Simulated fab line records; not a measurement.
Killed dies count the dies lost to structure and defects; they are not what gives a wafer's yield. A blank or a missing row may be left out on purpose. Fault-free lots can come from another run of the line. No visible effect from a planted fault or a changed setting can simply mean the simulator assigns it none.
Which tool did it? -- flow gf180mcu -- 13 lots with 39 wafers sampled at 5 steps, on a route of 602 steps

## WHAT EACH GAUGE READ, for each wafer
GF_HV_LDD_CD_MEAS_31 targets a cd of 400 nm.
lot,measured,on,cd nm (nm)
L228,day 11 20:40,cd sem-02,396.5 395.0 396.0
L230,day 12 04:26,cd sem-01,404.1 401.4 400.3
L232,day 12 16:26,cd sem-01,398.5 398.4 400.8
L234,day 13 18:25,cd sem-02,400.4 401.6 400.1
L236,day 14 03:38,cd sem-01,401.6 400.7 401.1
L239,day 15 00:04,cd sem-02,398.3 397.7 397.5
L242,day 16 05:07,cd sem-02,402.7 404.2 405.3
L247,day 17 14:16,cd sem-01,- - -
L246,day 17 14:35,cd sem-02,- - -
L248,day 18 15:05,cd sem-02,- - -
L250,day 18 19:23,cd sem-01,398.4 401.1 395.1
L249,day 18 19:43,cd sem-01,401.2 399.4 399.0
L251,day 19 08:01,cd sem-02,401.9 400.7 401.4

GF_HV_LDD_TW_MEAS_50.
lot,measured,on,HV_LDD_4_TW
L228,day 12 16:55,film metro-02,559 561 560
L230,day 12 23:21,film metro-03,563 561 562
L232,day 13 12:25,film metro-03,565 570 566
L234,day 14 14:34,film metro-01,571 572 575
L236,day 15 00:10,film metro-01,571 573 571
L239,day 15 21:46,film metro-01,572 573 571
L242,day 17 04:37,film metro-03,562 561 562
L247,day 18 14:56,film metro-02,1434 1440 1431
L246,day 18 15:47,film metro-01,1465 1472 1472
L248,day 19 16:29,film metro-01,1461 1463 1459
L250,day 19 20:40,film metro-02,562 560 562
L249,day 19 21:34,film metro-02,562 561 561
L251,day 20 09:22,film metro-01,577 574 575

GF_V1_RS_MEAS_24: a four-point-probe measurement.
lot,measured,on,V1_W_RS (ohm/sq)
L228,day 18 07:28,film metro-02,0.332 0.330 0.331
L230,day 18 17:41,film metro-02,0.328 0.319 0.327
L232,day 19 08:11,film metro-03,0.327 0.330 0.328
L234,day 20 17:55,film metro-03,0.331 0.329 0.329
L236,day 21 04:20,film metro-02,0.333 0.331 0.330
L239,day 22 05:58,film metro-04,0.329 0.327 0.328
L242,day 23 11:21,film metro-04,0.326 0.327 0.325
L250,day 26 00:00,film metro-04,0.337 0.339 0.333
L249,day 26 01:39,film metro-03,0.330 0.334 0.328
L251,day 26 08:22,film metro-03,0.331 0.327 0.328

## WHICH TOOL RAN EACH LOT (tool, then ch and the chambers of the sampled wafers, then the start)
lot,GF_HV_LDD_COAT_26,GF_CONTACT_SPUTTER_22
L228,"litho track-03 ch 0, day 11 11:01","pvd sputter-03, day 16 07:19"
L230,"litho track-01 ch 0, day 11 19:04","pvd sputter-03, day 16 15:27"
L232,"litho track-01 ch 0, day 12 06:19","pvd sputter-01, day 17 06:27"
L234,"litho track-03 ch 0, day 13 08:19","pvd sputter-03, day 18 13:14"
L236,"litho track-04 ch 0, day 13 17:49","pvd sputter-04, day 18 23:56"
L239,"litho track-04 ch 0, day 14 14:04","pvd sputter-03, day 20 01:52"
L242,"litho track-01 ch 0, day 15 17:29","pvd sputter-01, day 21 10:12"
L247,"litho track-01, day 17 02:47",-
L246,"litho track-04, day 17 03:06",-
L248,"litho track-03, day 18 02:38",-
L250,"litho track-03 ch 0, day 18 07:31","pvd sputter-04, day 24 01:17"
L249,"litho track-03 ch 0, day 18 08:07","pvd sputter-04, day 24 03:17"
L251,"litho track-01 ch 0, day 18 19:41","pvd sputter-03, day 24 11:32"
- GF_HV_LDD_COAT_26: resist thk 1000 nm.
- GF_CONTACT_SPUTTER_22: material Ti, target thk 15 nm, time 80.02 s.

## AS READ BY THE TOOLS THEMSELVES (means over the sampled wafers that have a number; for cases with no such wafer, the mark the record gives instead)
GF_HV_LDD_COAT_26.
lot,tool,chill plate temp C (C),dispense pressure kPa (kPa),exhaust pa (Pa)
L228,litho track-03,23.10,48.3,45.1
L230,litho track-01,23.02,47.3,44.9
L232,litho track-01,23.14,47.3,45.3
L234,litho track-03,23.09,48.2,44.8
L236,litho track-04,22.98,53.2,45.7
L239,litho track-04,23.19,53.3,43.5
L242,litho track-01,22.99,47.3,44.4
L247,litho track-01,-,-,-
L246,litho track-04,-,-,-
L248,litho track-03,-,-,-
L250,litho track-03,23.10,48.2,44.4
L249,litho track-03,22.88,48.2,44.7
L251,litho track-01,23.03,47.3,45.1

GF_CONTACT_SPUTTER_22.
lot,tool,throttle valve pct (%)
L228,pvd sputter-03,31.0
L230,pvd sputter-03,31.1
L232,pvd sputter-01,29.8
L234,pvd sputter-03,30.9
L236,pvd sputter-04,30.1
L239,pvd sputter-03,30.9
L242,pvd sputter-01,29.6
L250,pvd sputter-04,29.5
L249,pvd sputter-04,29.6
L251,pvd sputter-03,29.9

## THE ANSWER, worked out from the rows above alone
Rule: the lots themselves supply what counts as usual. Put in order of their means at a reading, lots are off if they are a third of the lots or fewer, leave a main group of 4 or more, and stand apart from it by a gap of 3 or more times the standard deviation of the main group's means; of several such gaps the widest counts. A main group is skipped when, at the precision printed for the reading in the tables above, its means are all equal. Also off: a lot with no number at a reading for which 4 or more lots have one. All remaining lots with rows at the step are treated as sound. Order of review: gauges by route order, followed by the tools' own readings, for which a lot's mean as printed above is used. The first step at which some lot is off is used, and at that step the reading that is off furthest; a lot without a number counts as furthest.
Off: L247, L246, L248 (GF_HV_LDD_CD_MEAS_31, cd nm). Without a number there: L247, L246, L248. For the main group the mean is 400.0 nm and the standard deviation 2.2.
A tool fits if, at a process step before that reading, it ran every lot that is off, and no sound lot after the first of them. The gauges at GF_HV_LDD_CD_MEAS_31 aren't tried: what is off there is off at GF_HV_LDD_TW_MEAS_50 too, on other tools, and a gauge's error can't cause that. No candidate that was tried fits.

## WHAT THE SIMULATOR PUT IN
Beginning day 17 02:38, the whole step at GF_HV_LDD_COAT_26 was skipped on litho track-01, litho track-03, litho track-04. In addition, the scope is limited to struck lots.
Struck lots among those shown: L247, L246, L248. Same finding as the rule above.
